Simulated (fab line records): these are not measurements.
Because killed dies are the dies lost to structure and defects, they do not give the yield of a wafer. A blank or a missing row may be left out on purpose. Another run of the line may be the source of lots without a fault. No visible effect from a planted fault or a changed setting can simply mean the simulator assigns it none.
The tool behind it: which one?    flow sky130    Sampling: 13 lots, 39 wafers, 5 of 708 route steps

## WHAT THE GAUGES READ, wafer by wafer
SKY_RES_PROTECT_TW_MEAS_08.
lot   measured      on             POLY_GATE_TW
L224  day 16 07:16  film-metro-02  4070 4077 4095
L225  day 16 11:34  film-metro-01  4032 4029 4035
L226  day 16 19:31  film-metro-04  4019 4011 4025
L227  day 17 01:59  film-metro-02  4042 4034 4045
L228  day 17 10:38  film-metro-04  4014 4011 3996
L229  day 18 05:14  film-metro-02  30 30 30
L232  day 19 01:40  film-metro-01  4048 4055 4018
L234  day 19 23:25  film-metro-02  4083 4060 4056
L238  day 21 13:08  film-metro-01  3968 3976 4005
L240  day 21 20:02  film-metro-01  3981 3989 3994
L241  day 22 08:53  film-metro-02  4069 4047 4061
L243  day 22 23:30  film-metro-04  4063 4066 4060
L244  day 23 06:27  film-metro-01  4048 4045 4056

SKY_CONTACT_BOW_MEAS_05.
lot   measured      on             CONTACT_BOW (um)
L224  day 31 12:38  film-metro-01  79 77 84
L225  day 31 21:05  film-metro-03  76 93 88
L226  day 32 03:41  film-metro-03  87 87 95
L227  day 32 05:52  film-metro-03  91 85 83
L228  day 32 15:05  film-metro-04  84 76 73
L229  day 33 09:43  film-metro-01  89 73 80
L232  day 34 04:37  film-metro-03  85 94 89
L234  day 34 17:57  film-metro-03  83 95 79
L238  day 36 07:21  film-metro-04  74 80 82
L240  day 36 10:26  film-metro-03  82 84 74
L241  day 36 22:37  film-metro-04  91 84 76
L243  day 37 19:08  film-metro-03  92 90 86
L244  day 37 12:20  film-metro-03  91 86 79

SKY_VIA2_CD_MEAS_12: target cd 200 nm.
lot   measured      on         cd-nm (nm)
L224  day 37 09:19  cd-sem-01  200.1 199.3 199.6
L225  day 37 16:16  cd-sem-02  200.0 199.7 201.1
L226  day 37 20:16  cd-sem-02  200.2 200.6 200.1
L227  day 37 21:57  cd-sem-01  198.4 199.0 199.0
L228  day 38 07:59  cd-sem-02  199.6 197.9 196.9
L229  day 39 01:19  cd-sem-02  200.2 200.1 201.0
L232  day 39 18:08  cd-sem-02  198.6 199.3 199.0
L234  day 40 08:06  cd-sem-01  200.9 200.3 201.1
L238  day 41 18:39  cd-sem-02  200.9 199.4 199.9
L240  day 41 21:38  cd-sem-02  200.0 202.3 199.9
L241  day 42 09:31  cd-sem-02  200.1 200.6 200.3
L243  day 43 02:33  cd-sem-02  201.3 201.1 201.0
L244  day 42 20:39  cd-sem-02  200.0 200.9 200.3

## WHICH TOOL RAN EACH LOT (tool, then ch and the chambers of the sampled wafers, then the start)
lot   SKY_RES_PROTECT_EXPOSE_04            SKY_CONTACT_SPUTTER_23
L224  iline-stepper-02 ch 0, day 15 18:11  pvd-sputter-02, day 32 16:17
L225  iline-stepper-01 ch 0, day 15 22:01  pvd-sputter-03, day 33 02:04
L226  iline-stepper-01 ch 0, day 16 04:46  pvd-sputter-01, day 33 07:11
L227  iline-stepper-02 ch 0, day 16 11:28  pvd-sputter-01, day 33 09:37
L228  iline-stepper-01 ch 0, day 16 20:55  pvd-sputter-02, day 33 18:47
L229  iline-stepper-02 ch 0, day 17 14:16  pvd-sputter-03, day 34 13:29
L232  iline-stepper-02 ch 0, day 18 10:33  pvd-sputter-01, day 35 06:49
L234  iline-stepper-01 ch 0, day 19 07:53  pvd-sputter-02, day 35 20:22
L238  iline-stepper-02 ch 0, day 20 21:34  pvd-sputter-01, day 37 09:38
L240  iline-stepper-02 ch 0, day 21 05:26  pvd-sputter-01, day 37 13:33
L241  iline-stepper-01 ch 0, day 21 18:44  pvd-sputter-02, day 38 02:01
L243  iline-stepper-02 ch 0, day 22 08:27  pvd-sputter-02, day 38 21:25
L244  iline-stepper-02 ch 0, day 22 15:19  pvd-sputter-03, day 38 14:31
- SKY_RES_PROTECT_EXPOSE_04: exposes mask RPM, target cd 1270 nm.
- SKY_CONTACT_SPUTTER_23: material TiN, target thk 20 nm, time 80 s.

## AS READ BY THE TOOLS THEMSELVES (means over the sampled wafers that have a number; for cases with no such wafer, the mark the record gives instead)
SKY_CONTACT_SPUTTER_23.
lot   tool            throttle-valve-pct (%)
L224  pvd-sputter-02  30.3
L225  pvd-sputter-03  30.5
L226  pvd-sputter-01  29.8
L227  pvd-sputter-01  29.7
L228  pvd-sputter-02  29.2
L229  pvd-sputter-03  30.6
L232  pvd-sputter-01  30.3
L234  pvd-sputter-02  28.7
L238  pvd-sputter-01  30.8
L240  pvd-sputter-01  31.0
L241  pvd-sputter-02  29.3
L243  pvd-sputter-02  29.4
L244  pvd-sputter-03  30.4

## THE ANSWER, worked out from the rows above alone
Rule: the lots themselves supply what counts as usual. Put in order of their means at a reading, lots are off if they are a third of the lots or fewer, leave a main group of 4 or more, and stand apart from it by a gap of 3 or more times the standard deviation of the main group's means; of several such gaps the widest counts. A main group whose means are all the same, to the digits that the tables above print for the reading, isn't used. A lot without any number at a reading at which 4 lots or more have one is off too. All remaining lots with rows at the step are treated as sound. The gauges are gone through in route order, then the tools' own readings, and for those a lot's mean is taken as printed above. The first step at which some lot is off is used, and at that step the reading that is off furthest; a lot without a number counts as furthest.
Off: at SKY_RES_PROTECT_TW_MEAS_08 (POLY_GATE_TW), L229. Main group: mean 4036, sd 30.
A tool fits if, at a process step before that reading, it ran every lot that is off, and no sound lot after the first of them. Gauges at SKY_RES_PROTECT_TW_MEAS_08: tried the same way as those tools. Of those tried, none fits.

## WHAT THE SIMULATOR HAD PUT IN
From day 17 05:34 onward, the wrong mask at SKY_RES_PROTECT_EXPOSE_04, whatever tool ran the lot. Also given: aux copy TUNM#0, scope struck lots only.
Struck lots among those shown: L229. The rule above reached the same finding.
